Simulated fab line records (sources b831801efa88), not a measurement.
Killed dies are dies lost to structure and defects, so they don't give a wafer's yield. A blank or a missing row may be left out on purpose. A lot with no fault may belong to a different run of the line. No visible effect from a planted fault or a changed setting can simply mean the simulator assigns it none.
The tool behind it: which one?    flow gf180mcu    72 wafers from 24 lots sampled at 6 of the route's 602 steps

WHAT THE GAUGES SHOWED, per wafer
GF_V2_OVL_MEAS_15. Usual: V2_OVL typically reads -1 nm, with standard deviation 5.8.
lot   measured      on          V2_OVL (nm)  flag
L074  day 20 11:01  overlay-02  8 6 0        
L075  day 20 15:21  overlay-01  11 12 10     
L076  day 21 08:31  overlay-01  1 4 -1       
L077  day 21 11:48  overlay-01  1 2 6        
L078  day 21 22:26  overlay-01  2 3 0        
L079  day 22 10:16  overlay-01  -5 5 -8      
L080  day 22 18:00  overlay-01  -5 -1 -3     
L081  day 23 03:58  overlay-01  0 5 0        
L082  day 23 11:10  overlay-02  -5 -10 -8    
L083  day 23 17:45  overlay-01  -3 -2 -5     
L084  day 24 06:23  overlay-01  -6 -8 4      
L085  day 24 10:32  overlay-01  -5 -1 -9     
L086  day 24 20:53  overlay-02  2 -6 -6      
L087  day 25 02:08  overlay-02  3 -4 -5      
L088  day 25 09:35  overlay-02  8 1 13       
L089  day 25 19:55  overlay-01  -3 -8 -7     
L090  day 26 00:25  overlay-01  -1 -4 2      
L091  day 26 06:44  overlay-02  0 2 6        
L092  day 26 16:26  overlay-01  -2 2 -6      
L093  day 26 22:23  overlay-02  4 5 -2       
L094  day 27 05:14  overlay-02  7 3 11       
L095  day 27 11:45  overlay-01  -8 -7 -6     
L096  day 27 21:26  overlay-01  5 1 -4       
L097  day 28 00:42  overlay-01  -7 -5 -9     

GF_M4_THK_MEAS_06: measures by xrf. Usual: M4_ALCU_THK typically reads 447 nm, with standard deviation 6.
lot   measured      on             M4_ALCU_THK (nm)  flag
L074  day 22 15:41  film-metro-04  445 446 450       
L075  day 22 19:51  film-metro-03  452 444 451       
L076  day 23 12:47  film-metro-04  446 448 448       
L077  day 23 15:55  film-metro-01  444 438 441       
L078  day 24 00:52  film-metro-01  439 447 438       
L079  day 24 12:37  film-metro-04  452 450 458       
L080  day 24 19:59  film-metro-03  448 446 452       
L081  day 25 06:37  film-metro-03  439 448 445       
L082  day 25 11:55  film-metro-01  441 445 441       
L083  day 25 18:24  film-metro-01  442 446 442       
L084  day 26 05:33  film-metro-03  447 455 453       
L085  day 26 10:11  film-metro-01  444 437 440       
L086  day 26 19:46  film-metro-01  450 452 455       
L087  day 27 01:55  film-metro-03  444 442 439       
L088  day 27 08:17  film-metro-01  440 454 450       
L089  day 27 18:31  film-metro-04  448 452 439       
L090  day 27 22:08  film-metro-01  446 449 441       
L091  day 28 04:40  film-metro-03  450 456 456       
L092  day 28 14:10  film-metro-03  449 463 448       
L093  day 28 18:30  film-metro-01  447 445 451       
L094  day 29 01:59  film-metro-03  443 441 441       
L095  day 29 08:25  film-metro-04  445 444 444       
L096  day 29 17:05  film-metro-04  460 459 453       
L097  day 29 21:21  film-metro-04  442 451 451       

GF_V4_THK_MEAS_03. Usual: V4_CVD_02_THK typically reads 852 nm, with standard deviation 10.
lot   measured      on             V4_CVD_02_THK (nm)  flag
L074  day 23 15:46  film-metro-04  845 864 865         
L075  day 23 19:18  film-metro-04  854 837 856         
L076  day 24 11:38  film-metro-03  869 857 847         
L077  day 24 15:11  film-metro-02  857 867 862         
L078  day 24 23:02  film-metro-02  841 853 856         
L079  day 25 11:22  film-metro-03  846 852 857         
L080  day 25 18:04  film-metro-03  839 843 847         
L081  day 26 04:22  film-metro-02  846 859 855         
L082  day 26 10:41  film-metro-04  847 855 868         
L083  day 26 15:50  film-metro-02  852 875 875         
L084  day 27 02:38  film-metro-03  855 860 868         
L085  day 27 07:11  film-metro-02  852 835 848         
L086  day 27 17:12  film-metro-04  854 849 863         
L087  day 27 23:05  film-metro-03  853 855 871         
L088  day 28 06:06  film-metro-04  843 849 860         
L089  day 28 15:28  film-metro-03  846 848 858         
L090  day 28 18:29  film-metro-02  844 858 857         
L091  day 29 01:35  film-metro-03  837 842 851         
L092  day 29 10:13  film-metro-03  840 843 847         
L093  day 29 15:13  film-metro-04  846 855 848         
L094  day 29 22:19  film-metro-03  838 839 852         
L095  day 30 04:37  film-metro-04  850 857 861         
L096  day 30 13:02  film-metro-03  834 837 861         
L097  day 30 16:44  film-metro-02  844 861 848         

GF_PASSIVATION_THK_MEAS_03. Usual: PASSIVATION_CVD_02_THK typically reads 699 nm, with standard deviation 10.
lot   measured      on             PASSIVATION_CVD_02_THK (nm)  flag
L074  day 28 08:33  film-metro-04  710 711 726                  
L075  day 28 11:26  film-metro-03  704 697 701                  
L076  day 29 02:04  film-metro-03  712 705 708                  
L077  day 29 05:05  film-metro-04  692 701 702                  
L078  day 29 13:59  film-metro-04  694 706 704                  
L079  day 29 23:12  film-metro-04  691 691 703                  
L080  day 30 06:36  film-metro-04  685 674 693                  
L081  day 30 13:40  film-metro-02  699 709 707                  
L082  day 30 20:20  film-metro-02  699 703 713                  
L083  day 31 00:34  film-metro-02  687 711 707                  
L084  day 31 10:50  film-metro-02  688 690 708                  
L085  day 31 14:04  film-metro-03  687 685 684                  
L086  day 31 23:46  film-metro-02  689 699 709                  
L087  day 32 03:35  film-metro-02  685 687 707                  
L088  day 32 10:05  film-metro-02  702 708 709                  
L089  day 32 17:24  film-metro-03  683 695 700                  
L090  day 32 20:03  film-metro-04  687 701 698                  
L091  day 33 03:28  film-metro-02  686 694 694                  
L092  day 33 10:06  film-metro-04  688 709 710                  
L093  day 33 14:36  film-metro-02  697 704 710                  
L094  day 33 18:47  film-metro-04  689 695 707                  
L095  day 34 00:52  film-metro-04  692 717 714                  
L096  day 34 08:35  film-metro-03  693 684 703                  
L097  day 34 09:24  film-metro-04  700 704 710                  

TOOL THAT RAN EACH LOT (tool first, then ch and the chambers of the sampled wafers, then the start)
lot   GF_M4_METAL_ETCH_16                GF_V5_CVD_23
L074  rie-metal-04 ch 0,1, day 23 14:35  cvd-w-02 ch 0,1, day 27 10:35
L075  rie-metal-03 ch 0,1, day 23 18:26  cvd-w-01 ch 1, day 27 13:11
L076  rie-metal-01 ch 0,1, day 24 10:47  cvd-w-02 ch 0,1, day 28 03:47
L077  rie-metal-04 ch 0,1, day 24 13:58  cvd-w-01 ch 0,1, day 28 07:34
L078  rie-metal-01 ch 0,1, day 24 22:09  cvd-w-02 ch 0,1, day 28 15:49
L079  rie-metal-04 ch 0,1, day 25 10:30  cvd-w-02 ch 0,1, day 29 02:26
L080  rie-metal-04 ch 0,1, day 25 17:13  cvd-w-02 ch 0,1, day 29 08:46
L081  rie-metal-04 ch 1, day 26 03:26    cvd-w-02 ch 0,1, day 29 16:38
L082  rie-metal-04 ch 1, day 26 09:47    cvd-w-01 ch 0,1, day 29 22:38
L083  rie-metal-03 ch 0,1, day 26 14:59  cvd-w-02 ch 0,1, day 30 04:31
L084  rie-metal-01 ch 0,1, day 27 01:47  cvd-w-01 ch 0,1, day 30 13:46
L085  rie-metal-04 ch 1, day 27 06:16    cvd-w-02 ch 1, day 30 17:49
L086  rie-metal-04 ch 1, day 27 16:14    cvd-w-02 ch 0,1, day 31 03:34
L087  rie-metal-04 ch 0, day 27 22:07    cvd-w-01 ch 0,1, day 31 08:01
L088  rie-metal-01 ch 0,1, day 28 04:50  cvd-w-02 ch 1, day 31 14:35
L089  rie-metal-01 ch 0,1, day 28 14:38  cvd-w-01 ch 0,1, day 31 22:17
L090  rie-metal-01 ch 0,1, day 28 17:38  cvd-w-02 ch 0,1, day 32 01:46
L091  rie-metal-03 ch 0,1, day 29 00:27  cvd-w-02 ch 0,1, day 32 08:53
L092  rie-metal-03 ch 0,1, day 29 09:21  cvd-w-01 ch 0, day 32 16:02
L093  rie-metal-01 ch 0, day 29 14:15    cvd-w-02 ch 0,1, day 32 20:46
L094  rie-metal-01 ch 0,1, day 29 21:28  cvd-w-01 ch 0,1, day 33 02:19
L095  rie-metal-03 ch 1, day 30 03:46    cvd-w-01 ch 0,1, day 33 07:03
L096  rie-metal-01 ch 0, day 30 12:03    cvd-w-01 ch 0,1, day 33 14:35
L097  rie-metal-03 ch 0,1, day 30 15:55  cvd-w-01 ch 0,1, day 33 16:21
- GF_M4_METAL_ETCH_16: etches the open film in Cl2/BCl3, stops on SiO2, target depth 627.5 nm, time 104.6 s.
- GF_V5_CVD_23: deposits W, target thk 350 nm, time 104.9 s.

WHAT THE TOOLS THEMSELVES READ (means of the sampled wafers that have a number; where no wafer has one, the mark that the record gives instead)
GF_M4_METAL_ETCH_16. Usual: drypump-motor-current-A 6.3 A, standard deviation 0.59; oes-product-au 0.969 a.u., standard deviation 0.0067; throttle-valve-pct 28.254 %, standard deviation 0.011.
lot   tool          drypump-motor-current-A (A)  oes-product-au (a.u.)  throttle-valve-pct (%)  flag
L074  rie-metal-04  6.2                          0.966                  28.260                  
L075  rie-metal-03  6.0                          0.966                  28.258                  
L076  rie-metal-01  6.5                          0.969                  28.255                  
L077  rie-metal-04  6.2                          0.963                  28.260                  
L078  rie-metal-01  6.1                          0.969                  28.251                  
L079  rie-metal-04  5.7                          0.971                  28.252                  
L080  rie-metal-04  5.7                          0.969                  28.256                  
L081  rie-metal-04  6.7                          0.961                  28.267                  
L082  rie-metal-04  6.7                          0.966                  28.255                  
L083  rie-metal-03  6.0                          0.965                  28.257                  
L084  rie-metal-01  6.5                          0.971                  28.243                  
L085  rie-metal-04  6.7                          0.967                  28.258                  
L086  rie-metal-04  6.7                          0.974                  28.244                  
L087  rie-metal-04  5.2                          0.967                  28.265                  
L088  rie-metal-01  6.1                          0.972                  28.252                  
L089  rie-metal-01  6.1                          0.969                  28.254                  
L090  rie-metal-01  6.4                          0.968                  28.249                  
L091  rie-metal-03  6.0                          0.970                  28.256                  
L092  rie-metal-03  6.0                          0.966                  28.254                  
L093  rie-metal-01  6.7                          0.976                  28.249                  
L094  rie-metal-01  6.2                          0.965                  28.254                  
L095  rie-metal-03  6.7                          0.965                  28.260                  
L096  rie-metal-01  6.8                          0.974                  28.233                  
L097  rie-metal-03  6.0                          0.968                  28.255                  

GF_V5_CVD_23. Usual: heater-power-w reads 888 W (standard deviation 120).
lot   tool      heater-power-w (W)  flag
L074  cvd-w-02  954                 
L075  cvd-w-01  874                 
L076  cvd-w-02  996                 
L077  cvd-w-01  819                 
L078  cvd-w-02  992                 
L079  cvd-w-02  1001                
L080  cvd-w-02  953                 
L081  cvd-w-02  981                 
L082  cvd-w-01  755                 
L083  cvd-w-02  1002                
L084  cvd-w-01  817                 
L085  cvd-w-02  876                 
L086  cvd-w-02  959                 
L087  cvd-w-01  754                 
L088  cvd-w-02  898                 
L089  cvd-w-01  755                 
L090  cvd-w-02  1005                
L091  cvd-w-02  1014                
L092  cvd-w-01  693                 
L093  cvd-w-02  975                 
L094  cvd-w-01  761                 
L095  cvd-w-01  824                 
L096  cvd-w-01  819                 
L097  cvd-w-01  811                 

THE ANSWER, worked out from the rows above alone
Rule: a lot counts as off when the mean over its wafers that have a number is more than 3 standard deviations away from the usual mean. A lot without any number at a reading at which 4 lots or more have one is off too. The other lots that the step has rows for count as sound. First the gauges in route order, then the tools' own readings, where a lot's mean is used as printed above. At the first step where some lot is off, the reading lying furthest off is the one used; lots without a number count as furthest.
Across all readings shown, no lot is off: no conclusion can be drawn from this.

WHAT WAS PUT IN BY THE SIMULATOR
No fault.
